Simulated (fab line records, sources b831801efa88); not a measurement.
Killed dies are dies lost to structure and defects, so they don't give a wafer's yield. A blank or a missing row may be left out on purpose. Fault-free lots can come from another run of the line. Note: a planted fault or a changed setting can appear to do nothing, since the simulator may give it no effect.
One fault seen from 2 desks ; flow sky130 ; each desk has only its own numbers; what lay behind them comes last

## TOOL OWNER'S DESK, implanter-03
SKY_NWELL_IMPLANT_24, tool's own readings: per-lot mean of the sampled wafers with a number, covering each lot this tool ran. If a lot's mean is further than 4 standard deviations from the usual mean, the lot is out of limits and carries the mark OUT (the distance appears in the brackets).
Columns: A = doseIonsCm2 at SKY_NWELL_IMPLANT_24, usual 9.201e+12; B = faradayCurrentUA at SKY_NWELL_IMPLANT_24, usual 52.0
lot;first seen here;A;B
L909;day 5 17:59;9.184e+12;52.3
L913;day 6 14:49;9.192e+12;51.7
L915;day 7 02:11;9.199e+12;51.8
L918;day 7 18:25;9.194e+12;51.4
L920;day 8 07:41;9.211e+12;51.4
L926;day 9 19:58;5.575e+13 (+99 or more) OUT;312.9 (+99 or more) OUT
L927;day 10 00:11;5.577e+13 (+99 or more) OUT;323.8 (+99 or more) OUT
This desk's verdict: out of limits on L926, L927, starting with L926 at day 9 19:58 (doseIonsCm2 at SKY_NWELL_IMPLANT_24). In limits: L909, L913, L915, L918, L920.

## METROLOGY DESK
Means of the sampled wafers that have a number, per lot and without regard to the tool the lot ran on: this is what the gauges read. If a lot's mean is further than 4 standard deviations from the usual mean, the lot is out of limits and carries the mark OUT (the distance appears in the brackets).
Columns: A = INCOMING_BOW at SKY_FIELD_ISO_BOW_MEAS_00, usual 0 um; B = NWELL_2_TW at SKY_NWELL_TW_MEAS_26, usual 499; C = VT_ADJUST_NCORE_TW at SKY_VT_ADJUST_NCORE_TW_MEAS_11, usual 220.3
lot;first seen here;A;B;C
L909;day 1 15:01;-2;504;219.2
L912;day 2 06:00;-1;505;219.6
L913;day 2 11:01;5;503;218.8
L915;day 2 21:00;2;497;219.0
L916;day 3 02:01;1;501;219.1
L917;day 3 07:00;-6;500;219.8
L918;day 3 12:00;0;499;219.8
L919;day 3 17:00;-4;496;223.4
L920;day 3 22:00;-2;495;221.1
L921;day 4 03:00;11;503;221.3
L926;day 5 04:01;3;878 (+99 or more) OUT;219.6
L927;day 5 09:00;-7;879 (+99 or more) OUT;218.2
This desk's finding: out of limits on L926, L927; first on L926, day 9 20:12 (NWELL_2_TW at SKY_NWELL_TW_MEAS_26). In limits: L909, L912, L913, L915, L916, L917, L918, L919, L920, L921.

## BROUGHT TOGETHER
On L926, L927, at day 9 19:58, an alarm was possible from the tool owner's desk.
At day 9 20:12 the metrology desk could have sounded an alarm, on L926, L927.
SKY_NWELL_IMPLANT_24 was run on implanter-03 by each of the lots named.

## WHAT WAS PUT IN BY THE SIMULATOR
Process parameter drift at SKY_NWELL_IMPLANT_24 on implanter-03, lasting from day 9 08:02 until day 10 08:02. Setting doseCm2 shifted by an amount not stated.
Struck lots among those shown: L926, L927.
Fault start to first reading out of limits, in hours, per desk: tool owner, 12; metrology, 12.
